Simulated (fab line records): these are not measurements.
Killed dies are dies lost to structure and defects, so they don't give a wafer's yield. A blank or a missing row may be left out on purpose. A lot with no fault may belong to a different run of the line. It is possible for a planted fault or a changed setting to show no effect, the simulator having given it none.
fab line records || flow sky130 || part 2 of 2: steps 27 to 36 of 36
record: {"lots": 5, "wafers": 15, "last_day": 49}
route steps=708 shown METAL2@498 VIA2@507 METAL3@532
lots that met no fault: taken from a fault-free run of the same line
start_h: hours from the record's first day to the start of the lot's first wafer shown || wait_h: how many hours have passed since the lot's step before this one || " the same as in the row above || L1.1+2: one row covering several wafers at once || - either no value or no given start || * or withheld: withheld || < > ~ a bound
route shown NAME@n: a module of which the file shows steps, and the number in the route of the first || usual: the fault-free wafers' mean and standard deviation || same: alike in all rows || chamber/n: place in a boat || sites: readings site by site || _std_site: the values' standard deviation || _edge_site: inner sites' mean taken away from outer sites' mean || radius_mm: how far each site lies from the wafer's centre || mask NAME#n: copy n || behind: the most recent tool/chamber to have shaped the wafer || hold: the reason the lot was held/the length of the hold in hours/how it ended || device: the n, p or np transistor that did not switch || end of line: tests of these same wafers at the route's end || a step given without rows: its recipe and nothing more || killed: not the wafer's yield, but the dies lost to structure and defects at the first sort || map: shows each die of a wafer: x if killed, . if not, _ if none is there
set.NAME: the run value of the setting; set.NAME@STEP: its run value at that earlier step || model.NAME: the simulator's own value behind a step, which no gauge read
lots at some steps of the route; a table a step, a row a wafer
services: when a tool's chamber went out of use (start_h, in hours from the record's first day, below 0 if earlier), for how many hours, and the reason
== steps ==
step: SKY_VIA2_STRIP_17
recipe: {"chemistry": "post_etch_residue_remover", "time_s": 1200, "temp_c": 72.5}
usual: {"temp_c": "72.52/0.13"}
{"lot.wafer": "L074.1", "tool": "wet_bench-04", "chamber": 3, "start_h": 848.49, "wait_h": 0.1, "temp_c": 72.25}
{"lot.wafer": "L074.3", "tool": "wet_bench-04", "chamber": 3, "start_h": 848.49, "wait_h": 0.1, "temp_c": 72.29}
{"lot.wafer": "L074.6", "tool": "wet_bench-04", "chamber": 3, "start_h": 848.49, "wait_h": 0.1, "temp_c": 72.42}
{"lot.wafer": "L086.2", "tool": "wet_bench-01", "chamber": 2, "start_h": 949.33, "wait_h": 0.1, "temp_c": 72.39}
{"lot.wafer": "L086.5", "tool": "wet_bench-01", "chamber": 2, "start_h": 949.33, "wait_h": 0.1, "temp_c": 72.59}
{"lot.wafer": "L086.6", "tool": "wet_bench-01", "chamber": 2, "start_h": 949.33, "wait_h": 0.1, "temp_c": 72.44}
{"lot.wafer": "L087.1", "tool": "wet_bench-04", "chamber": 0, "start_h": 950.97, "wait_h": 0.1, "temp_c": 72.63}
{"lot.wafer": "L087.3", "tool": "wet_bench-04", "chamber": 0, "start_h": 950.97, "wait_h": 0.1, "temp_c": 72.38}
{"lot.wafer": "L087.6", "tool": "wet_bench-04", "chamber": 0, "start_h": 950.97, "wait_h": 0.1, "temp_c": 72.55}
{"lot.wafer": "L092.2", "tool": "wet_bench-01", "chamber": 1, "start_h": 985.49, "wait_h": 0.1, "temp_c": 72.46}
{"lot.wafer": "L092.3", "tool": "wet_bench-01", "chamber": 1, "start_h": 985.49, "wait_h": 0.1, "temp_c": 72.55}
{"lot.wafer": "L092.6", "tool": "wet_bench-01", "chamber": 1, "start_h": 985.49, "wait_h": 0.1, "temp_c": 72.67}
{"lot.wafer": "L094.2", "tool": "wet_bench-01", "chamber": 3, "start_h": 988.81, "wait_h": 0.1, "temp_c": 72.73}
{"lot.wafer": "L094.5", "tool": "wet_bench-01", "chamber": 3, "start_h": 988.81, "wait_h": 0.1, "temp_c": 72.59}
{"lot.wafer": "L094.6", "tool": "wet_bench-01", "chamber": 3, "start_h": 988.81, "wait_h": 0.1, "temp_c": 72.60}
step: SKY_VIA2_CLEAN_18
recipe: {"chemistry": "IPA", "time_s": 180, "temp_c": 25}
usual: {"temp_c": "24.99/0.12"}
{"lot.wafer": "L074.1", "tool": "wet_bench-01", "chamber": 2, "start_h": 848.84, "wait_h": 0.0, "temp_c": 25.08}
{"lot.wafer": "L074.3", "tool": "wet_bench-01", "chamber": 2, "start_h": 848.84, "wait_h": 0.0, "temp_c": 25.04}
{"lot.wafer": "L074.6", "tool": "wet_bench-01", "chamber": 2, "start_h": 848.84, "wait_h": 0.0, "temp_c": 25.07}
{"lot.wafer": "L086.2", "tool": "wet_bench-01", "chamber": 1, "start_h": 949.70, "wait_h": 0.0, "temp_c": 25.16}
{"lot.wafer": "L086.5", "tool": "wet_bench-01", "chamber": 1, "start_h": 949.70, "wait_h": 0.0, "temp_c": 24.86}
{"lot.wafer": "L086.6", "tool": "wet_bench-01", "chamber": 1, "start_h": 949.70, "wait_h": 0.0, "temp_c": 25.10}
{"lot.wafer": "L087.1", "tool": "wet_bench-01", "chamber": 0, "start_h": 951.31, "wait_h": 0.0, "temp_c": 24.98}
{"lot.wafer": "L087.3", "tool": "wet_bench-01", "chamber": 0, "start_h": 951.31, "wait_h": 0.0, "temp_c": 24.84}
{"lot.wafer": "L087.6", "tool": "wet_bench-01", "chamber": 0, "start_h": 951.31, "wait_h": 0.0, "temp_c": 24.83}
{"lot.wafer": "L092.2", "tool": "wet_bench-04", "chamber": 2, "start_h": 985.87, "wait_h": 0.0, "temp_c": 24.93}
{"lot.wafer": "L092.3", "tool": "wet_bench-04", "chamber": 2, "start_h": 985.87, "wait_h": 0.0, "temp_c": 24.81}
{"lot.wafer": "L092.6", "tool": "wet_bench-04", "chamber": 2, "start_h": 985.87, "wait_h": 0.0, "temp_c": 24.95}
{"lot.wafer": "L094.2", "tool": "wet_bench-02", "chamber": 1, "start_h": 989.18, "wait_h": 0.0, "temp_c": 24.92}
{"lot.wafer": "L094.5", "tool": "wet_bench-02", "chamber": 1, "start_h": 989.18, "wait_h": 0.0, "temp_c": 24.89}
{"lot.wafer": "L094.6", "tool": "wet_bench-02", "chamber": 1, "start_h": 989.18, "wait_h": 0.0, "temp_c": 24.85}
step: SKY_VIA2_CLEAN_19
recipe: {"chemistry": "O3/DIW", "dry": "n2_spin"}
{"lot.wafer": "L074.1+3+6", "tool": "wet_bench-04", "chamber": 1, "start_h": 848.89, "wait_h": 0.0}
{"lot.wafer": "L086.2+5+6", "tool": "wet_bench-01", "chamber": 2, "start_h": 949.77, "wait_h": 0.0}
{"lot.wafer": "L087.1+3+6", "tool": "wet_bench-04", "chamber": 3, "start_h": 951.37, "wait_h": 0.0}
{"lot.wafer": "L092.2+3+6", "tool": "wet_bench-02", "chamber": 0, "start_h": 985.93, "wait_h": 0.0}
{"lot.wafer": "L094.2+5+6", "tool": "wet_bench-01", "chamber": 1, "start_h": 989.25, "wait_h": 0.0}
step: SKY_VIA2_SPUTTER_20
recipe: {"material": "TiN", "target_thk_nm": 20, "chamber_pressure_pa": 5, "power_w": 4000, "time_s": 80}
usual: {"throttle_valve_pct": "29.8/0.9"}
{"lot.wafer": "L074.1", "tool": "pvd_sputter-03", "chamber": "-", "start_h": 848.99, "wait_h": 0.0, "throttle_valve_pct": 30.4}
{"lot.wafer": "L074.3", "tool": "pvd_sputter-03", "chamber": "-", "start_h": 848.99, "wait_h": 0.0, "throttle_valve_pct": 30.0}
{"lot.wafer": "L074.6", "tool": "pvd_sputter-03", "chamber": "-", "start_h": 848.99, "wait_h": 0.0, "throttle_valve_pct": 31.0}
{"lot.wafer": "L086.2", "tool": "pvd_sputter-03", "chamber": "-", "start_h": 949.87, "wait_h": 0.0, "throttle_valve_pct": 29.7}
{"lot.wafer": "L086.5", "tool": "pvd_sputter-03", "chamber": "-", "start_h": 949.87, "wait_h": 0.0, "throttle_valve_pct": 29.9}
{"lot.wafer": "L086.6", "tool": "pvd_sputter-03", "chamber": "-", "start_h": 949.87, "wait_h": 0.0, "throttle_valve_pct": 29.8}
{"lot.wafer": "L087.1", "tool": "pvd_sputter-01", "chamber": "-", "start_h": 951.46, "wait_h": 0.0, "throttle_valve_pct": 28.5}
{"lot.wafer": "L087.3", "tool": "pvd_sputter-01", "chamber": "-", "start_h": 951.46, "wait_h": 0.0, "throttle_valve_pct": 29.7}
{"lot.wafer": "L087.6", "tool": "pvd_sputter-01", "chamber": "-", "start_h": 951.46, "wait_h": 0.0, "throttle_valve_pct": 30.6}
{"lot.wafer": "L092.2", "tool": "pvd_sputter-01", "chamber": "-", "start_h": 986.03, "wait_h": 0.0, "throttle_valve_pct": 30.7}
{"lot.wafer": "L092.3", "tool": "pvd_sputter-01", "chamber": "-", "start_h": 986.03, "wait_h": 0.0, "throttle_valve_pct": 28.7}
{"lot.wafer": "L092.6", "tool": "pvd_sputter-01", "chamber": "-", "start_h": 986.03, "wait_h": 0.0, "throttle_valve_pct": 28.5}
{"lot.wafer": "L094.2", "tool": "pvd_sputter-03", "chamber": "-", "start_h": 989.35, "wait_h": 0.0, "throttle_valve_pct": 31.1}
{"lot.wafer": "L094.5", "tool": "pvd_sputter-03", "chamber": "-", "start_h": 989.35, "wait_h": 0.0, "throttle_valve_pct": 30.4}
{"lot.wafer": "L094.6", "tool": "pvd_sputter-03", "chamber": "-", "start_h": 989.35, "wait_h": 0.0, "throttle_valve_pct": 29.5}
step: SKY_VIA2_CVD_21
recipe: {"material": "W", "target_thk_nm": 420, "time_s": 126.4, "temp_c": 400, "pressure_torr": 40}
usual: {"heater_power_w": "869/54"}
{"lot.wafer": "L074.1", "tool": "cvd_w-01", "chamber": 0, "start_h": 849.05, "wait_h": 0.0, "heater_power_w": 852, "since_wet_clean_h": 945}
{"lot.wafer": "L074.3", "tool": "cvd_w-01", "chamber": 1, "start_h": 849.05, "wait_h": 0.0, "heater_power_w": 976, "since_wet_clean_h": "-"}
{"lot.wafer": "L074.6", "tool": "cvd_w-01", "chamber": 1, "start_h": 849.05, "wait_h": 0.0, "heater_power_w": 961, "since_wet_clean_h": "-"}
{"lot.wafer": "L086.2", "tool": "cvd_w-01", "chamber": 0, "start_h": 949.93, "wait_h": 0.0, "heater_power_w": 831, "since_wet_clean_h": 32}
{"lot.wafer": "L086.5", "tool": "cvd_w-01", "chamber": 1, "start_h": 949.93, "wait_h": 0.0, "heater_power_w": 922, "since_wet_clean_h": "-"}
{"lot.wafer": "L086.6", "tool": "cvd_w-01", "chamber": 0, "start_h": 949.93, "wait_h": 0.0, "heater_power_w": 845, "since_wet_clean_h": "-"}
{"lot.wafer": "L087.1", "tool": "cvd_w-01", "chamber": 1, "start_h": 951.52, "wait_h": 0.0, "heater_power_w": 913, "since_wet_clean_h": 34}
{"lot.wafer": "L087.3", "tool": "cvd_w-01", "chamber": 1, "start_h": 951.52, "wait_h": 0.0, "heater_power_w": 907, "since_wet_clean_h": "-"}
{"lot.wafer": "L087.6", "tool": "cvd_w-01", "chamber": 1, "start_h": 951.52, "wait_h": 0.0, "heater_power_w": 949, "since_wet_clean_h": "-"}
{"lot.wafer": "L092.2", "tool": "cvd_w-02", "chamber": 1, "start_h": 986.09, "wait_h": 0.0, "heater_power_w": 926, "since_wet_clean_h": 582}
{"lot.wafer": "L092.3", "tool": "cvd_w-02", "chamber": 0, "start_h": 986.09, "wait_h": 0.0, "heater_power_w": 774, "since_wet_clean_h": "-"}
{"lot.wafer": "L092.6", "tool": "cvd_w-02", "chamber": 1, "start_h": 986.09, "wait_h": 0.0, "heater_power_w": 887, "since_wet_clean_h": "-"}
{"lot.wafer": "L094.2", "tool": "cvd_w-01", "chamber": 0, "start_h": 989.41, "wait_h": 0.0, "heater_power_w": 830, "since_wet_clean_h": 71}
{"lot.wafer": "L094.5", "tool": "cvd_w-01", "chamber": 1, "start_h": 989.41, "wait_h": 0.0, "heater_power_w": 927, "since_wet_clean_h": "-"}
{"lot.wafer": "L094.6", "tool": "cvd_w-01", "chamber": 0, "start_h": 989.41, "wait_h": 0.0, "heater_power_w": 852, "since_wet_clean_h": "-"}
step: SKY_VIA2_RS_MEAS_22
recipe: {"thk_meas_gauge": "four-point-probe", "reads": "W_of_VIA2_CVD_21+TiN_of_VIA2_SPUTTER_20"}
usual: {"VIA2_W_RS": "0.2743/0.003"}
{"lot.wafer": "L074.1", "tool": "film_metro-01", "chamber": "-", "start_h": 849.18, "wait_h": 0.1, "VIA2_W_RS[ohm/sq]": 0.2786}
{"lot.wafer": "L074.3", "tool": "film_metro-01", "chamber": "-", "start_h": 849.18, "wait_h": 0.1, "VIA2_W_RS[ohm/sq]": 0.2712}
{"lot.wafer": "L074.6", "tool": "film_metro-01", "chamber": "-", "start_h": 849.18, "wait_h": 0.1, "VIA2_W_RS[ohm/sq]": 0.2722}
{"lot.wafer": "L086.2", "tool": "film_metro-01", "chamber": "-", "start_h": 950.08, "wait_h": 0.1, "VIA2_W_RS[ohm/sq]": 0.2730}
{"lot.wafer": "L086.5", "tool": "film_metro-01", "chamber": "-", "start_h": 950.08, "wait_h": 0.1, "VIA2_W_RS[ohm/sq]": 0.2726}
{"lot.wafer": "L086.6", "tool": "film_metro-01", "chamber": "-", "start_h": 950.08, "wait_h": 0.1, "VIA2_W_RS[ohm/sq]": 0.2751}
{"lot.wafer": "L087.1", "tool": "film_metro-04", "chamber": "-", "start_h": 951.65, "wait_h": 0.1, "VIA2_W_RS[ohm/sq]": 0.2704}
{"lot.wafer": "L087.3", "tool": "film_metro-04", "chamber": "-", "start_h": 951.65, "wait_h": 0.1, "VIA2_W_RS[ohm/sq]": 0.2735}
{"lot.wafer": "L087.6", "tool": "film_metro-04", "chamber": "-", "start_h": 951.65, "wait_h": 0.1, "VIA2_W_RS[ohm/sq]": 0.2772}
{"lot.wafer": "L092.2", "tool": "film_metro-04", "chamber": "-", "start_h": 986.24, "wait_h": 0.1, "VIA2_W_RS[ohm/sq]": 0.2717}
{"lot.wafer": "L092.3", "tool": "film_metro-04", "chamber": "-", "start_h": 986.24, "wait_h": 0.1, "VIA2_W_RS[ohm/sq]": 0.2760}
{"lot.wafer": "L092.6", "tool": "film_metro-04", "chamber": "-", "start_h": 986.24, "wait_h": 0.1, "VIA2_W_RS[ohm/sq]": 0.2745}
{"lot.wafer": "L094.2", "tool": "film_metro-04", "chamber": "-", "start_h": 989.56, "wait_h": 0.1, "VIA2_W_RS[ohm/sq]": 0.2771}
{"lot.wafer": "L094.5", "tool": "film_metro-04", "chamber": "-", "start_h": 989.56, "wait_h": 0.1, "VIA2_W_RS[ohm/sq]": 0.2687}
{"lot.wafer": "L094.6", "tool": "film_metro-04", "chamber": "-", "start_h": 989.56, "wait_h": 0.1, "VIA2_W_RS[ohm/sq]": 0.2688}
step: SKY_VIA2_THK_MEAS_23
recipe: {"thk_meas_gauge": "xrf", "reads": "W_of_VIA2_CVD_21"}
usual: {"VIA2_W_THK": "440/7"}
{"lot.wafer": "L074.1", "tool": "film_metro-01", "chamber": "-", "start_h": 849.30, "wait_h": 0.1, "VIA2_W_THK[nm]": 433}
{"lot.wafer": "L074.3", "tool": "film_metro-01", "chamber": "-", "start_h": 849.30, "wait_h": 0.1, "VIA2_W_THK[nm]": 442}
{"lot.wafer": "L074.6", "tool": "film_metro-01", "chamber": "-", "start_h": 849.30, "wait_h": 0.1, "VIA2_W_THK[nm]": 439}
{"lot.wafer": "L086.2", "tool": "film_metro-01", "chamber": "-", "start_h": 950.19, "wait_h": 0.1, "VIA2_W_THK[nm]": 437}
{"lot.wafer": "L086.5", "tool": "film_metro-01", "chamber": "-", "start_h": 950.19, "wait_h": 0.1, "VIA2_W_THK[nm]": 438}
{"lot.wafer": "L086.6", "tool": "film_metro-01", "chamber": "-", "start_h": 950.19, "wait_h": 0.1, "VIA2_W_THK[nm]": 436}
{"lot.wafer": "L087.1", "tool": "film_metro-04", "chamber": "-", "start_h": 951.77, "wait_h": 0.1, "VIA2_W_THK[nm]": 449}
{"lot.wafer": "L087.3", "tool": "film_metro-04", "chamber": "-", "start_h": 951.77, "wait_h": 0.1, "VIA2_W_THK[nm]": 448}
{"lot.wafer": "L087.6", "tool": "film_metro-04", "chamber": "-", "start_h": 951.77, "wait_h": 0.1, "VIA2_W_THK[nm]": 442}
{"lot.wafer": "L092.2", "tool": "film_metro-04", "chamber": "-", "start_h": 986.35, "wait_h": 0.1, "VIA2_W_THK[nm]": 446}
{"lot.wafer": "L092.3", "tool": "film_metro-04", "chamber": "-", "start_h": 986.35, "wait_h": 0.1, "VIA2_W_THK[nm]": 441}
{"lot.wafer": "L092.6", "tool": "film_metro-04", "chamber": "-", "start_h": 986.35, "wait_h": 0.1, "VIA2_W_THK[nm]": 443}
{"lot.wafer": "L094.2", "tool": "film_metro-04", "chamber": "-", "start_h": 989.67, "wait_h": 0.1, "VIA2_W_THK[nm]": 437}
{"lot.wafer": "L094.5", "tool": "film_metro-04", "chamber": "-", "start_h": 989.67, "wait_h": 0.1, "VIA2_W_THK[nm]": 452}
{"lot.wafer": "L094.6", "tool": "film_metro-04", "chamber": "-", "start_h": 989.67, "wait_h": 0.1, "VIA2_W_THK[nm]": 454}
step: SKY_VIA2_CMP_24
recipe: {"stop_on": "SiO2", "t_overpolish_s": 20, "down_force_psi": 3.5, "platen_rpm": 60, "target_thk_nm": 0, "pad_velocity_m_s": 0.94248}
usual: {"motor_current_A": "11.7/1.2", "overpolish_run_s": "19.999/0.0094", "platen_rpm": "60.01/0.039", "time_to_endpoint_s": "100/3.7"}
{"lot.wafer": "L074.1", "tool": "cmp-01", "chamber": 2, "start_h": 849.41, "wait_h": 0.1, "motor_current_A": 13.5, "overpolish_run_s": 20.000, "platen_rpm": 59.92, "time_to_endpoint_s": 102}
{"lot.wafer": "L074.3", "tool": "cmp-01", "chamber": 3, "start_h": 849.41, "wait_h": 0.1, "motor_current_A": 12.3, "overpolish_run_s": 19.993, "platen_rpm": 60.02, "time_to_endpoint_s": 104}
{"lot.wafer": "L074.6", "tool": "cmp-01", "chamber": 1, "start_h": 849.41, "wait_h": 0.1, "motor_current_A": 11.3, "overpolish_run_s": 19.972, "platen_rpm": 60.08, "time_to_endpoint_s": 100}
{"lot.wafer": "L086.2", "tool": "cmp-01", "chamber": 2, "start_h": 951.07, "wait_h": 0.9, "motor_current_A": 13.9, "overpolish_run_s": 20.008, "platen_rpm": 60.01, "time_to_endpoint_s": 101}
{"lot.wafer": "L086.6", "tool": "cmp-01", "chamber": 2, "start_h": 951.07, "wait_h": 0.9, "motor_current_A": 14.1, "overpolish_run_s": 20.014, "platen_rpm": 59.98, "time_to_endpoint_s": 102}
{"lot.wafer": "L086.5", "tool": "cmp-01", "chamber": 3, "start_h": 951.07, "wait_h": 0.9, "motor_current_A": 11.8, "overpolish_run_s": 19.993, "platen_rpm": 60.04, "time_to_endpoint_s": 100}
{"lot.wafer": "L087.1", "tool": "cmp-01", "chamber": 1, "start_h": 952.62, "wait_h": 0.8, "motor_current_A": 11.2, "overpolish_run_s": 20.004, "platen_rpm": 60.03, "time_to_endpoint_s": 98}
{"lot.wafer": "L087.3", "tool": "cmp-01", "chamber": 2, "start_h": 952.62, "wait_h": 0.8, "motor_current_A": 13.3, "overpolish_run_s": 19.989, "platen_rpm": 59.94, "time_to_endpoint_s": 103}
{"lot.wafer": "L087.6", "tool": "cmp-01", "chamber": 1, "start_h": 952.62, "wait_h": 0.8, "motor_current_A": 11.0, "overpolish_run_s": 20.002, "platen_rpm": 60.04, "time_to_endpoint_s": 96}
{"lot.wafer": "L092.3", "tool": "cmp-02", "chamber": 3, "start_h": 986.45, "wait_h": 0.1, "motor_current_A": 11.6, "overpolish_run_s": 20.000, "platen_rpm": 59.96, "time_to_endpoint_s": 100}
{"lot.wafer": "L092.2", "tool": "cmp-02", "chamber": 0, "start_h": 986.45, "wait_h": 0.1, "motor_current_A": 9.8, "overpolish_run_s": 19.992, "platen_rpm": 59.91, "time_to_endpoint_s": 98}
{"lot.wafer": "L092.6", "tool": "cmp-02", "chamber": 3, "start_h": 986.45, "wait_h": 0.1, "motor_current_A": 11.2, "overpolish_run_s": 19.989, "platen_rpm": 59.95, "time_to_endpoint_s": 100}
{"lot.wafer": "L094.2", "tool": "cmp-01", "chamber": 1, "start_h": 989.82, "wait_h": 0.1, "motor_current_A": 11.3, "overpolish_run_s": 20.000, "platen_rpm": 59.99, "time_to_endpoint_s": 93}
{"lot.wafer": "L094.5", "tool": "cmp-01", "chamber": 3, "start_h": 989.82, "wait_h": 0.1, "motor_current_A": 11.7, "overpolish_run_s": 20.013, "platen_rpm": 59.95, "time_to_endpoint_s": 101}
{"lot.wafer": "L094.6", "tool": "cmp-01", "chamber": 0, "start_h": 989.82, "wait_h": 0.1, "motor_current_A": 10.3, "overpolish_run_s": 19.990, "platen_rpm": 59.99, "time_to_endpoint_s": 105}
step: SKY_METAL3_SPUTTER_00
recipe: {"material": "Ti", "target_thk_nm": 15, "power_w": 3000, "time_s": 10, "chamber_pressure_pa": 0.4}
usual: {"throttle_valve_pct": "30.3/0.86"}
{"lot.wafer": "L074.1", "tool": "pvd_sputter-02", "chamber": "-", "start_h": 849.66, "wait_h": 0.2, "throttle_valve_pct": 31.3}
{"lot.wafer": "L074.3", "tool": "pvd_sputter-02", "chamber": "-", "start_h": 849.66, "wait_h": 0.2, "throttle_valve_pct": 30.5}
{"lot.wafer": "L074.6", "tool": "pvd_sputter-02", "chamber": "-", "start_h": 849.66, "wait_h": 0.2, "throttle_valve_pct": 30.3}
{"lot.wafer": "L086.2", "tool": "pvd_sputter-03", "chamber": "-", "start_h": 951.37, "wait_h": 0.2, "throttle_valve_pct": 30.8}
{"lot.wafer": "L086.5", "tool": "pvd_sputter-03", "chamber": "-", "start_h": 951.37, "wait_h": 0.2, "throttle_valve_pct": 30.5}
{"lot.wafer": "L086.6", "tool": "pvd_sputter-03", "chamber": "-", "start_h": 951.37, "wait_h": 0.2, "throttle_valve_pct": 30.9}
{"lot.wafer": "L087.1", "tool": "pvd_sputter-04", "chamber": "-", "start_h": 952.87, "wait_h": 0.2, "throttle_valve_pct": 29.5}
{"lot.wafer": "L087.3", "tool": "pvd_sputter-04", "chamber": "-", "start_h": 952.87, "wait_h": 0.2, "throttle_valve_pct": 29.1}
{"lot.wafer": "L087.6", "tool": "pvd_sputter-04", "chamber": "-", "start_h": 952.87, "wait_h": 0.2, "throttle_valve_pct": 30.6}
{"lot.wafer": "L092.2", "tool": "pvd_sputter-03", "chamber": "-", "start_h": 986.70, "wait_h": 0.1, "throttle_valve_pct": 29.6}
{"lot.wafer": "L092.3", "tool": "pvd_sputter-03", "chamber": "-", "start_h": 986.70, "wait_h": 0.1, "throttle_valve_pct": 30.0}
{"lot.wafer": "L092.6", "tool": "pvd_sputter-03", "chamber": "-", "start_h": 986.70, "wait_h": 0.1, "throttle_valve_pct": 29.6}
{"lot.wafer": "L094.2", "tool": "pvd_sputter-04", "chamber": "-", "start_h": 990.02, "wait_h": 0.1, "throttle_valve_pct": 29.2}
{"lot.wafer": "L094.5", "tool": "pvd_sputter-04", "chamber": "-", "start_h": 990.02, "wait_h": 0.1, "throttle_valve_pct": 29.4}
{"lot.wafer": "L094.6", "tool": "pvd_sputter-04", "chamber": "-", "start_h": 990.02, "wait_h": 0.1, "throttle_valve_pct": 30.9}
step: SKY_METAL3_SPUTTER_01
recipe: {"material": "TiN", "target_thk_nm": 20, "power_w": 6500, "time_s": 16.7, "chamber_pressure_pa": 0.4}
usual: {"throttle_valve_pct": "30.3/0.89"}
{"lot.wafer": "L074.1", "tool": "pvd_sputter-02", "chamber": "-", "start_h": 849.68, "wait_h": 0.0, "throttle_valve_pct": 30.9}
{"lot.wafer": "L074.3", "tool": "pvd_sputter-02", "chamber": "-", "start_h": 849.68, "wait_h": 0.0, "throttle_valve_pct": 30.3}
{"lot.wafer": "L074.6", "tool": "pvd_sputter-02", "chamber": "-", "start_h": 849.68, "wait_h": 0.0, "throttle_valve_pct": 30.2}
{"lot.wafer": "L086.2", "tool": "pvd_sputter-03", "chamber": "-", "start_h": 951.39, "wait_h": 0.0, "throttle_valve_pct": 31.1}
{"lot.wafer": "L086.5", "tool": "pvd_sputter-03", "chamber": "-", "start_h": 951.39, "wait_h": 0.0, "throttle_valve_pct": 30.3}
{"lot.wafer": "L086.6", "tool": "pvd_sputter-03", "chamber": "-", "start_h": 951.39, "wait_h": 0.0, "throttle_valve_pct": 30.9}
{"lot.wafer": "L087.1", "tool": "pvd_sputter-04", "chamber": "-", "start_h": 952.89, "wait_h": 0.0, "throttle_valve_pct": 30.1}
{"lot.wafer": "L087.3", "tool": "pvd_sputter-04", "chamber": "-", "start_h": 952.89, "wait_h": 0.0, "throttle_valve_pct": 29.2}
{"lot.wafer": "L087.6", "tool": "pvd_sputter-04", "chamber": "-", "start_h": 952.89, "wait_h": 0.0, "throttle_valve_pct": 30.8}
{"lot.wafer": "L092.2", "tool": "pvd_sputter-03", "chamber": "-", "start_h": 986.72, "wait_h": 0.0, "throttle_valve_pct": 29.8}
{"lot.wafer": "L092.3", "tool": "pvd_sputter-03", "chamber": "-", "start_h": 986.72, "wait_h": 0.0, "throttle_valve_pct": 30.0}
{"lot.wafer": "L092.6", "tool": "pvd_sputter-03", "chamber": "-", "start_h": 986.72, "wait_h": 0.0, "throttle_valve_pct": 29.6}
{"lot.wafer": "L094.2", "tool": "pvd_sputter-04", "chamber": "-", "start_h": 990.04, "wait_h": 0.0, "throttle_valve_pct": 29.2}
{"lot.wafer": "L094.5", "tool": "pvd_sputter-04", "chamber": "-", "start_h": 990.04, "wait_h": 0.0, "throttle_valve_pct": 29.2}
{"lot.wafer": "L094.6", "tool": "pvd_sputter-04", "chamber": "-", "start_h": 990.04, "wait_h": 0.0, "throttle_valve_pct": 31.1}
== services ==
{"tool": "pvd_sputter-04", "chamber": "-", "start_h": 804.81, "hours": 5.1, "kind": "repair"}
{"tool": "cvd_w-01", "chamber": 0, "start_h": 814.57, "hours": 3.7, "kind": "repair"}
{"tool": "rie_diel-01", "chamber": 3, "start_h": 818.35, "hours": 7.0, "kind": "repair"}
{"tool": "rie_diel-01", "chamber": "-", "start_h": 846.16, "hours": 13.5, "kind": "repair"}
{"tool": "cvd_w-01", "chamber": 1, "start_h": 856.25, "hours": 11.1, "kind": "repair"}
{"tool": "rie_diel-02", "chamber": 0, "start_h": 866.96, "hours": 3.0, "kind": "repair"}
{"tool": "rie_metal-02", "chamber": 0, "start_h": 874.02, "hours": 4.5, "kind": "repair"}
{"tool": "pvd_sputter-03", "chamber": "-", "start_h": 879.41, "hours": 2.4, "kind": "repair"}
{"tool": "rie_metal-02", "chamber": "-", "start_h": 886.70, "hours": 2.8, "kind": "pm"}
{"tool": "plasma_asher-03", "chamber": "-", "start_h": 887.98, "hours": 2.4, "kind": "repair"}
{"tool": "cvd_w-01", "chamber": "-", "start_h": 904.00, "hours": 14.0, "kind": "pm"}
{"tool": "pvd_sputter-03", "chamber": "-", "start_h": 914.68, "hours": 2.8, "kind": "repair"}
{"tool": "pvd_sputter-03", "chamber": "-", "start_h": 917.05, "hours": 0.6, "kind": "repair"}
{"tool": "rie_diel-01", "chamber": 2, "start_h": 917.06, "hours": 14.8, "kind": "repair"}
{"tool": "pvd_sputter-04", "chamber": "-", "start_h": 932.89, "hours": 11.4, "kind": "repair"}
{"tool": "rie_metal-02", "chamber": "-", "start_h": 939.79, "hours": 0.8, "kind": "repair"}
{"tool": "wet_bench-01", "chamber": "-", "start_h": 941.16, "hours": 2.2, "kind": "repair"}
{"tool": "pvd_sputter-04", "chamber": "-", "start_h": 949.14, "hours": 3.7, "kind": "repair"}
{"tool": "cmp-01", "chamber": "-", "start_h": 957.46, "hours": 1.4, "kind": "repair"}
{"tool": "rie_metal-02", "chamber": "-", "start_h": 958.58, "hours": 1.2, "kind": "repair"}
{"tool": "cmp-01", "chamber": "-", "start_h": 964.94, "hours": 14.4, "kind": "pm"}
{"tool": "wet_bench-01", "chamber": "-", "start_h": 977.78, "hours": 0.5, "kind": "repair"}
{"tool": "wet_bench-04", "chamber": "-", "start_h": 983.72, "hours": 2.1, "kind": "repair"}
{"tool": "pvd_sputter-03", "chamber": "-", "start_h": 985.56, "hours": 0.9, "kind": "repair"}
